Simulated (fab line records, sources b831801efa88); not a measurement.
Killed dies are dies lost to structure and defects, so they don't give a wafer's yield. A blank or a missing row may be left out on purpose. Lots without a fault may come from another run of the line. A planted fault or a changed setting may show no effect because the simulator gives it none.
Problem report in the 8D (eight disciplines) form, filled by code | flow sky130 | the parts of the form that need people (team, actions taken, sign-off) are left out

1. THE PROBLEM
VT_ADJUST_LVTN_2_TW at SKY_VT_ADJUST_LVTN_TW_MEAS_21 reads a mean of 199.2 on 6 wafers of 2 lots; wafers without a fault read 188.3 with a standard deviation of 1.2. That is +9.1 standard deviations from the usual mean.
First seen on wafer L246.1, day 12 23:46, on film_metro-02. The record holds 36 wafers of 12 lots with a number at this step. Rule for "out", or "out of limits": more than 4 standard deviations from the usual mean. The other wafers with a number count as sound.

2. WHAT IT IS AND WHAT IT IS NOT
question                    | is                           | is not
which readings at this step | VT_ADJUST_LVTN_2_TW          | -
which lots                  | L246, L247                   | L228, L232, L233, L234, L235, L236, L237, L239, L250, L251
which wafers of those lots  | all that have a number       | -
read on which gauges        | film_metro-02, film_metro-04 | film_metro-03
when                        | from day 12 23:46            | up to then (24 sound wafers); but 6 sound wafers of L250, L251 came after

3. SUSPECTS, AND WHAT RULES EACH OUT
Counting: a tool at a process step up to the reading stays a suspect if it ran every lot that is out and no sound lot after the first of them.
- the gauge at SKY_VT_ADJUST_LVTN_TW_MEAS_21: ruled out. The wafers that are out were read on 2 gauges (film_metro-02, film_metro-04).
- plasma_asher-03 at SKY_FIELD_ISO_STRIP_16 (strips in O2/N2): ruled out as a lasting fault. Sound lots L250 ran on it after its first lot that is out, L246 (day 6 05:34).
- implanter-01 at SKY_VT_ADJUST_LVTN_IMPLANT_19: kept. It ran every lot that is out, first L246 (day 12 23:31), and no sound lot after that; its last sound lot up to then is L239 (day 11 00:58). Its own readings are out on those wafers: beam_on_s, faraday_current_uA.
Left after counting: implanter-01 at SKY_VT_ADJUST_LVTN_IMPLANT_19.

4. THE CAUSE (what the simulator had put in)
Process parameter drift: implanter-01, from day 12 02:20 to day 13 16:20, at SKY_VT_ADJUST_LVTN_IMPLANT_19. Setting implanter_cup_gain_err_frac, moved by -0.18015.
Counting left only this tool.

5. THE CHAIN OF EFFECTS, in route order
Each row: a reading whose mean over the struck wafers that have a number lies more than 3 standard deviations from the usual. Only readings for which the record gives a usual standard deviation are gone through. hours: the time from each lot's start at the first step in this table that gives one to its start at this step, as a median over the lots. sigmas: the change in usual standard deviations.
hours | step                          | reading             | usual  | on struck wafers | change | sigmas
0     | SKY_VT_ADJUST_LVTN_IMPLANT_19 | beam_on_s           | 9.99 s | 11.94            | +1.95  | +8.5
0     | SKY_VT_ADJUST_LVTN_IMPLANT_19 | faraday_current_uA  | 3.67   | 3.07             | -0.60  | -7.4
0     | SKY_VT_ADJUST_LVTN_TW_MEAS_21 | VT_ADJUST_LVTN_2_TW | 188.3  | 199.2            | +10.9  | +9.1
The process steps in it:
- SKY_VT_ADJUST_LVTN_IMPLANT_19
Later measuring or inspecting steps at which every struck wafer that the step has a row for has a number for every such reading, and none has moved that far: SKY_VT_ADJUST_NCORE_CD_MEAS_07.

6. WHAT WOULD HAVE CAUGHT IT SOONER
In this record the first reading out of limits at a measuring or inspecting step was taken at day 12 23:46, 21 hours after the fault began at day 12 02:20.
The tool's own readings at SKY_VT_ADJUST_LVTN_IMPLANT_19 were out on every struck wafer that the step has a row for (beam_on_s, faraday_current_uA): an alarm limit on them would have fired on the first of those.
Of the lots that are out (2), L247 began SKY_VT_ADJUST_LVTN_IMPLANT_19 on implanter-01 after day 12 23:46. A hold on the tool at that time would have spared it.
